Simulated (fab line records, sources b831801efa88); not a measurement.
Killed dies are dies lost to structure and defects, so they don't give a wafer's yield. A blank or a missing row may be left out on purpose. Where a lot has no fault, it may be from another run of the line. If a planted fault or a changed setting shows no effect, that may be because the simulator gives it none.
2 desks looking at one fault | flow gf180mcu | only its own numbers are on each desk; what lay behind them is given at the end

## METROLOGY DESK
Means of the sampled wafers that have a number, per lot and without regard to the tool the lot ran on: this is what the gauges read. A lot is out of limits, marked OUT, if its mean lies more than 4 standard deviations from the usual mean; the brackets give that distance.
Columns: A = cd_nm at GF_M1_CD_MEAS_14, usual 230.0 nm; B = V1_CVD_00_THK at GF_V1_THK_MEAS_01, usual 600 nm
lot  | first seen here | A     | B
L360 | day 17 00:01    | 228.3 | 597
L361 | day 18 02:28    | 228.7 | 599
L363 | day 18 11:24    | 230.2 | 604
L364 | day 18 22:43    | 230.1 | 594
L365 | day 19 10:20    | 228.4 | 607
L366 | day 19 11:37    | 229.4 | 600
L370 | day 21 00:49    | 231.2 | 600
L371 | day 21 10:52    | 228.7 | 593
L373 | day 21 22:26    | 229.1 | 601
L380 | day 24 10:33    | 229.9 | 601
L382 | day 24 20:35    | 229.4 | 593
L383 | day 25 02:42    | 230.5 | 599
This desk's finding: nothing out of limits on any of the 12 lots.

## FOR THE TOOL OWNER'S DESK: rie_si-01
The tool's own readings at GF_STI_ETCH_14 (etches Si in HBr/Cl2/O2, target depth 360 nm, time 102.9 s): means of the sampled wafers that have a number, for each lot that ran on this tool. A lot is out of limits, marked OUT, if its mean lies more than 4 standard deviations from the usual mean; the brackets give that distance.
Columns: A = drypump_motor_current_A at GF_STI_ETCH_14, usual 5.5 A; B = mfc_cl2_sccm at GF_STI_ETCH_14, usual 39.99 sccm; C = oes_product_au at GF_STI_ETCH_14, usual 1.002 a.u.; D = throttle_valve_pct at GF_STI_ETCH_14, usual 25.655 %
lot  | first seen here | A   | B     | C               | D
L360 | day 2 00:59     | 5.3 | 40.09 | 1.015           | 25.637
L361 | day 2 07:01     | 5.6 | 40.00 | 1.013           | 25.650
L364 | day 2 21:08     | 6.0 | 40.11 | 1.016           | 25.652
L366 | day 3 11:19     | 5.5 | 39.78 | 1.010           | 25.654
L370 | day 4 06:16     | 5.3 | 39.88 | 0.805 (-18) OUT | 25.788 (+11) OUT
L371 | day 4 10:32     | 5.4 | 40.06 | 0.805 (-18) OUT | 25.780 (+10) OUT
This desk finds L370, L371 out of limits, L370 being first, at day 4 06:16 (oes_product_au at GF_STI_ETCH_14). Within limits: L360, L361, L364, L366.

## ALL TOGETHER
At day 4 06:16, on L370, L371, the tool owner's desk was in a position to raise an alarm.
From the metrology desk's view, nothing was out of limits.
The metrology desk has L370, L371 on record, within its limits.
The lots listed all ran GF_STI_ETCH_14 on rie_si-01.

## WHAT THE SIMULATOR PUT IN
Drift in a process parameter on rie_si-01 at GF_STI_ETCH_14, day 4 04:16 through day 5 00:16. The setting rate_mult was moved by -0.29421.
Shown lots that were struck: L370, L371.
Delay in hours, fault start to first out-of-limits reading, by desk: the tool owner's desk at 2.
